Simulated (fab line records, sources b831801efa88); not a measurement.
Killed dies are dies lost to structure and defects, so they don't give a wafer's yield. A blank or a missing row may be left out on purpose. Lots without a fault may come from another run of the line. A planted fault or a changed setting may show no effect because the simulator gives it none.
Which tool did it? | flow sky130 | 24 lots, 72 wafers sampled, at 5 steps of a route of 708

WHAT THE GAUGES READ, wafer by wafer
SKY_VT_ADJUST_NCORE_TW_MEAS_11. Usual: VT_ADJUST_NCORE_TW 217.0, standard deviation 2.2.
lot  | measured     | on            | VT_ADJUST_NCORE_TW | flag
L074 | day 8 11:56  | film_metro-04 | 220.1 220.9 220.2  |
L075 | day 8 19:12  | film_metro-01 | 214.5 215.6 214.8  |
L076 | day 9 11:23  | film_metro-02 | 217.6 217.2 217.7  |
L077 | day 9 15:40  | film_metro-01 | 216.2 216.3 217.3  |
L078 | day 10 00:10 | film_metro-01 | 214.0 215.0 214.4  |
L079 | day 10 05:34 | film_metro-04 | 218.6 218.0 218.2  |
L080 | day 10 11:29 | film_metro-01 | 213.4 213.6 213.4  |
L081 | day 10 14:57 | film_metro-04 | 218.6 219.5 218.5  |
L082 | day 10 23:53 | film_metro-01 | 213.6 214.2 213.5  |
L083 | day 11 05:36 | film_metro-04 | 221.0 219.3 218.1  |
L084 | day 11 12:18 | film_metro-04 | 219.5 219.6 219.5  |
L085 | day 11 20:48 | film_metro-04 | 218.7 219.8 219.3  |
L086 | day 12 03:42 | film_metro-01 | 213.7 215.0 215.4  |
L087 | day 12 08:12 | film_metro-02 | 217.1 218.5 217.7  |
L088 | day 12 14:13 | film_metro-01 | 215.8 214.0 214.9  |
L089 | day 12 21:37 | film_metro-01 | 216.5 215.7 214.6  |
L090 | day 13 10:50 | film_metro-02 | 215.8 217.9 218.6  |
L091 | day 13 14:47 | film_metro-01 | 215.9 215.5 215.0  |
L092 | day 13 18:42 | film_metro-04 | 219.0 218.9 219.7  |
L093 | day 14 06:19 | film_metro-04 | 217.2 218.1 219.3  |
L094 | day 14 11:37 | film_metro-04 | 218.8 218.2 216.7  |
L095 | day 14 18:27 | film_metro-02 | 217.2 217.9 217.5  |
L096 | day 14 20:41 | film_metro-01 | 213.7 213.2 213.0  |
L097 | day 15 06:06 | film_metro-01 | 216.1 215.7 216.7  |

SKY_CAP2M_RS_MEAS_03: measures by four-point-probe. Usual: CAP2M_TIN_RS 6.91 ohm/sq, standard deviation 0.076.
lot  | measured     | on            | CAP2M_TIN_RS (ohm/sq) | flag
L074 | day 39 15:09 | film_metro-03 | 6.92 6.88 6.95        |
L075 | day 39 20:34 | film_metro-03 | 7.08 7.02 7.05        |
L076 | day 40 14:59 | film_metro-01 | 6.87 6.86 6.85        |
L077 | day 40 17:34 | film_metro-01 | 6.77 6.82 6.80        |
L078 | day 41 22:06 | film_metro-01 | 6.93 7.01 6.93        |
L079 | day 42 03:16 | film_metro-01 | 6.92 6.79 6.81        |
L080 | day 42 01:00 | film_metro-01 | 6.90 6.90 6.89        |
L081 | day 41 23:16 | film_metro-03 | 6.99 6.96 7.02        |
L082 | day 42 03:24 | film_metro-03 | 6.92 6.94 6.99        |
L083 | day 42 09:20 | film_metro-02 | 6.85 6.86 6.79        |
L084 | day 43 02:38 | film_metro-02 | 6.93 6.92 7.00        |
L085 | day 43 00:25 | film_metro-02 | 6.89 6.84 6.86        |
L086 | day 43 03:53 | film_metro-03 | 6.84 6.84 6.84        |
L087 | day 43 10:04 | film_metro-03 | 7.08 7.07 7.08        |
L088 | day 43 12:38 | film_metro-01 | 6.84 6.83 6.75        |
L089 | day 43 21:09 | film_metro-02 | 6.91 6.92 6.93        |
L090 | day 44 06:27 | film_metro-01 | 6.95 6.96 6.92        |
L091 | day 44 10:40 | film_metro-03 | 6.95 6.92 6.93        |
L092 | day 44 19:31 | film_metro-01 | 6.94 6.94 6.93        |
L093 | day 45 01:17 | film_metro-03 | 6.99 6.92 7.00        |
L094 | day 45 03:23 | film_metro-02 | 6.94 6.90 6.95        |
L095 | day 45 05:58 | film_metro-03 | 6.77 6.78 6.76        |
L096 | day 45 15:13 | film_metro-02 | 6.89 6.92 6.87        |
L097 | day 45 20:48 | film_metro-02 | 6.93 6.90 6.90        |

WHICH TOOL RAN EACH LOT (tool, then ch and the chambers of the sampled wafers, then the start)
lot  | SKY_VT_ADJUST_HVTP_STRIP_10          | SKY_METAL1_DESCUM_17              | SKY_METAL1_METAL_ETCH_19
L074 | plasma_asher-04 ch 0,1, day 6 00:06  | rie_metal-02 ch 0,1, day 32 16:20 | rie_metal-02 ch 0,1, day 32 16:26
L075 | plasma_asher-03 ch 0,1, day 6 06:17  | rie_metal-04 ch 0,1, day 32 22:50 | rie_metal-04 ch 0,1, day 32 22:57
L076 | plasma_asher-04 ch 0,1, day 6 20:37  | rie_metal-04 ch 0,1, day 33 17:50 | rie_metal-04 ch 0,1, day 33 17:56
L077 | plasma_asher-04 ch 0, day 7 00:33    | rie_metal-03 ch 0,1, day 33 21:38 | rie_metal-03 ch 0,1, day 33 21:44
L078 | plasma_asher-04 ch 0,1, day 7 09:26  | rie_metal-03 ch 0,1, day 35 04:37 | rie_metal-03 ch 0,1, day 35 04:43
L079 | plasma_asher-04 ch 1, day 7 13:45    | rie_metal-03 ch 0,1, day 35 09:02 | rie_metal-03 ch 0,1, day 35 09:08
L080 | plasma_asher-02 ch 0,1, day 7 19:18  | rie_metal-02 ch 0,1, day 35 08:08 | rie_metal-02 ch 0,1, day 35 08:13
L081 | plasma_asher-03 ch 0,1, day 7 22:09  | rie_metal-04 ch 0,1, day 35 07:38 | rie_metal-04 ch 0,1, day 35 07:44
L082 | plasma_asher-04 ch 0,1, day 8 06:42  | rie_metal-02 ch 0,1, day 35 11:17 | rie_metal-02 ch 0,1, day 35 11:23
L083 | plasma_asher-04 ch 0,1, day 8 11:38  | rie_metal-04 ch 0,1, day 35 16:56 | rie_metal-04 ch 0,1, day 35 17:03
L084 | plasma_asher-02 ch 0,1, day 8 17:24  | rie_metal-04 ch 0,1, day 36 13:09 | rie_metal-04 ch 0,1, day 36 13:14
L085 | plasma_asher-02 ch 0,1, day 9 03:08  | rie_metal-02 ch 0,1, day 36 09:14 | rie_metal-02 ch 0,1, day 36 09:21
L086 | plasma_asher-03 ch 0,1, day 9 07:18  | rie_metal-03 ch 0,1, day 36 13:42 | rie_metal-03 ch 0,1, day 36 13:47
L087 | plasma_asher-02 ch 0,1, day 9 11:09  | rie_metal-03 ch 0,1, day 36 22:24 | rie_metal-03 ch 0,1, day 36 22:29
L088 | plasma_asher-03 ch 0,1, day 9 17:38  | rie_metal-02 ch 1, day 37 01:54   | rie_metal-02 ch 1, day 37 02:08
L089 | plasma_asher-04 ch 0,1, day 10 00:44 | rie_metal-04 ch 0,1, day 37 09:40 | rie_metal-04 ch 0,1, day 37 09:46
L090 | plasma_asher-03 ch 0,1, day 10 11:09 | rie_metal-03 ch 0,1, day 37 22:32 | rie_metal-03 ch 0,1, day 37 22:37
L091 | plasma_asher-03 ch 0,1, day 10 13:09 | rie_metal-04 ch 0,1, day 38 04:00 | rie_metal-04 ch 0,1, day 38 04:05
L092 | plasma_asher-04 ch 0,1, day 10 17:18 | rie_metal-03 ch 0,1, day 38 11:44 | rie_metal-03 ch 0,1, day 38 11:49
L093 | plasma_asher-02 ch 0,1, day 11 04:21 | rie_metal-02 ch 0,1, day 38 17:37 | rie_metal-02 ch 0,1, day 38 17:43
L094 | plasma_asher-04 ch 0,1, day 11 08:57 | rie_metal-04 ch 0,1, day 38 20:49 | rie_metal-04 ch 0,1, day 38 20:55
L095 | plasma_asher-03 ch 0,1, day 11 14:48 | rie_metal-02 ch 0,1, day 39 01:17 | rie_metal-02 ch 0,1, day 39 01:22
L096 | plasma_asher-04 ch 0,1, day 11 17:42 | rie_metal-03 ch 0,1, day 39 09:36 | rie_metal-03 ch 0,1, day 39 09:41
L097 | plasma_asher-03 ch 0,1, day 12 03:15 | rie_metal-04 ch 0, day 39 16:57   | rie_metal-04 ch 0, day 39 17:02
- SKY_VT_ADJUST_HVTP_STRIP_10: strips in O2/N2.
- SKY_METAL1_DESCUM_17: chemistry O2, time 8 s.
- SKY_METAL1_METAL_ETCH_19: etches the open film in Cl2/BCl3, stops on SiO2, target depth 360 nm, time 78 s.

WHAT THE TOOLS THEMSELVES READ (means of the sampled wafers that have a number; where no wafer has one, the mark that the record gives instead)
SKY_VT_ADJUST_HVTP_STRIP_10. Usual: chamber_pressure_mTorr 1499.9 mTorr, standard deviation 1.2; drypump_motor_current_A 5.6 A, standard deviation 0.4; oes_product_au 0.716 a.u., standard deviation 0.0047; strip_time_to_endpoint_s 14.14 s, standard deviation 0.039.
lot  | tool            | chamber_pressure_mTorr (mTorr) | drypump_motor_current_A (A) | oes_product_au (a.u.) | strip_time_to_endpoint_s (s) | flag
L074 | plasma_asher-04 | 1498.8                         | 5.8                         | 0.719                 | 14.12                        |
L075 | plasma_asher-03 | 1499.2                         | 5.1                         | 0.718                 | 14.12                        |
L076 | plasma_asher-04 | 1499.9                         | 5.8                         | 0.717                 | 14.13                        |
L077 | plasma_asher-04 | 1500.2                         | 6.1                         | 0.717                 | 14.09                        |
L078 | plasma_asher-04 | 1499.8                         | 6.0                         | 0.717                 | 14.21                        |
L079 | plasma_asher-04 | 1499.2                         | 5.7                         | 0.716                 | 14.15                        |
L080 | plasma_asher-02 | 1498.9                         | 5.3                         | 0.714                 | 14.17                        |
L081 | plasma_asher-03 | 1500.1                         | 5.3                         | 0.719                 | 14.16                        |
L082 | plasma_asher-04 | 1499.7                         | 6.0                         | 0.716                 | 14.13                        |
L083 | plasma_asher-04 | 1499.1                         | 5.8                         | 0.718                 | 14.10                        |
L084 | plasma_asher-02 | 1500.7                         | 5.5                         | 0.716                 | 14.16                        |
L085 | plasma_asher-02 | 1500.8                         | 5.5                         | 0.714                 | 14.13                        |
L086 | plasma_asher-03 | 1499.9                         | 5.1                         | 0.719                 | 14.13                        |
L087 | plasma_asher-02 | 1500.3                         | 5.3                         | 0.714                 | 14.12                        |
L088 | plasma_asher-03 | 1498.5                         | 5.3                         | 0.722                 | 14.15                        |
L089 | plasma_asher-04 | 1500.2                         | 5.8                         | 0.714                 | 14.14                        |
L090 | plasma_asher-03 | 1500.7                         | 5.1                         | 0.715                 | 14.16                        |
L091 | plasma_asher-03 | 1500.0                         | 5.3                         | 0.715                 | 14.11                        |
L092 | plasma_asher-04 | 1500.0                         | 5.9                         | 0.715                 | 14.16                        |
L093 | plasma_asher-02 | 1500.5                         | 5.4                         | 0.717                 | 14.09                        |
L094 | plasma_asher-04 | 1499.7                         | 6.0                         | 0.712                 | 14.17                        |
L095 | plasma_asher-03 | 1499.6                         | 5.1                         | 0.716                 | 14.17                        |
L096 | plasma_asher-04 | 1499.8                         | 5.9                         | 0.715                 | 14.23                        |
L097 | plasma_asher-03 | 1500.2                         | 5.1                         | 0.712                 | 14.15                        |

SKY_METAL1_DESCUM_17. Usual: chamber_pressure_mTorr 10.000 mTorr, standard deviation 0.0094; drypump_motor_current_A 5.8 A, standard deviation 0.32; oes_product_au 1.004 a.u., standard deviation 0.0086.
lot  | tool         | chamber_pressure_mTorr (mTorr) | drypump_motor_current_A (A) | oes_product_au (a.u.) | flag
L074 | rie_metal-02 | 10.005                         | 5.9                         | 1.006                 |
L075 | rie_metal-04 | 10.000                         | 5.7                         | 1.007                 |
L076 | rie_metal-04 | 9.996                          | 6.0                         | 1.007                 |
L077 | rie_metal-03 | 10.003                         | 5.6                         | 1.008                 |
L078 | rie_metal-03 | 9.997                          | 5.6                         | 1.010                 |
L079 | rie_metal-03 | 9.987                          | 5.6                         | 1.008                 |
L080 | rie_metal-02 | 10.007                         | 5.9                         | 0.997                 |
L081 | rie_metal-04 | 10.006                         | 6.0                         | 1.004                 |
L082 | rie_metal-02 | 9.995                          | 5.9                         | 1.006                 |
L083 | rie_metal-04 | 10.001                         | 5.7                         | 0.995                 |
L084 | rie_metal-04 | 9.998                          | 5.7                         | 1.005                 |
L085 | rie_metal-02 | 10.003                         | 5.9                         | 1.004                 |
L086 | rie_metal-03 | 10.000                         | 5.6                         | 1.000                 |
L087 | rie_metal-03 | 9.995                          | 5.6                         | 0.997                 |
L088 | rie_metal-02 | 9.995                          | 6.0                         | 1.008                 |
L089 | rie_metal-04 | 9.992                          | 6.1                         | 1.008                 |
L090 | rie_metal-03 | 10.007                         | 5.6                         | 0.996                 |
L091 | rie_metal-04 | 10.003                         | 6.0                         | 1.006                 |
L092 | rie_metal-03 | 10.011                         | 5.6                         | 0.997                 |
L093 | rie_metal-02 | 9.999                          | 5.9                         | 1.011                 |
L094 | rie_metal-04 | 10.000                         | 5.7                         | 0.996                 |
L095 | rie_metal-02 | 10.002                         | 6.0                         | 1.010                 |
L096 | rie_metal-03 | 10.001                         | 5.6                         | 1.000                 |
L097 | rie_metal-04 | 10.002                         | 5.4                         | 0.998                 |

SKY_METAL1_METAL_ETCH_19. Usual: chamber_pressure_mTorr 10.001 mTorr, standard deviation 0.0086; drypump_motor_current_A 5.8 A, standard deviation 0.32; oes_product_au 0.856 a.u., standard deviation 0.006; throttle_valve_pct 22.262 %, standard deviation 0.0094.
lot  | tool         | chamber_pressure_mTorr (mTorr) | drypump_motor_current_A (A) | oes_product_au (a.u.) | throttle_valve_pct (%) | flag
L074 | rie_metal-02 | 9.997                          | 5.9                         | 0.858                 | 22.257                 |
L075 | rie_metal-04 | 10.004                         | 5.7                         | 0.857                 | 22.265                 |
L076 | rie_metal-04 | 10.004                         | 6.0                         | 0.848                 | 22.261                 |
L077 | rie_metal-03 | 10.000                         | 5.6                         | 0.855                 | 22.260                 |
L078 | rie_metal-03 | 10.003                         | 5.6                         | 0.858                 | 22.264                 |
L079 | rie_metal-03 | 10.008                         | 5.6                         | 0.857                 | 22.264                 |
L080 | rie_metal-02 | 9.997                          | 5.9                         | 0.858                 | 22.265                 |
L081 | rie_metal-04 | 10.008                         | 6.0                         | 0.867                 | 22.263                 |
L082 | rie_metal-02 | 10.005                         | 5.9                         | 0.855                 | 22.265                 |
L083 | rie_metal-04 | 10.004                         | 5.7                         | 0.860                 | 22.253                 |
L084 | rie_metal-04 | 10.001                         | 5.7                         | 0.851                 | 22.261                 |
L085 | rie_metal-02 | 10.018                         | 5.9                         | 0.858                 | 22.262                 |
L086 | rie_metal-03 | 9.996                          | 5.6                         | 0.854                 | 22.259                 |
L087 | rie_metal-03 | 9.997                          | 5.6                         | 0.861                 | 22.265                 |
L088 | rie_metal-02 | 9.998                          | 6.0                         | 0.854                 | 22.263                 |
L089 | rie_metal-04 | 10.005                         | 6.0                         | 0.851                 | 22.260                 |
L090 | rie_metal-03 | 9.997                          | 5.6                         | 0.854                 | 22.254                 |
L091 | rie_metal-04 | 10.003                         | 6.0                         | 0.851                 | 22.265                 |
L092 | rie_metal-03 | 10.002                         | 5.6                         | 0.856                 | 22.263                 |
L093 | rie_metal-02 | 9.997                          | 5.9                         | 0.863                 | 22.267                 |
L094 | rie_metal-04 | 9.995                          | 5.7                         | 0.854                 | 22.258                 |
L095 | rie_metal-02 | 9.998                          | 6.0                         | 0.860                 | 22.262                 |
L096 | rie_metal-03 | 9.995                          | 5.6                         | 0.848                 | 22.267                 |
L097 | rie_metal-04 | 10.008                         | 5.4                         | 0.852                 | 22.273                 |

THE ANSWER, worked out from the rows above alone
Rule: a lot is off if the mean of its wafers that have a number lies more than 3 standard deviations from the usual mean. A lot without any number at a reading at which 4 lots or more have one is off too. The other lots that the step has rows for count as sound. The gauges are gone through in route order, then the tools' own readings, and for those a lot's mean is taken as printed above. The first step at which some lot is off is used, and at that step the reading that is off furthest; a lot without a number counts as furthest.
No lot is off at any reading shown: from this, nothing can be told.

WHAT THE SIMULATOR HAD PUT IN
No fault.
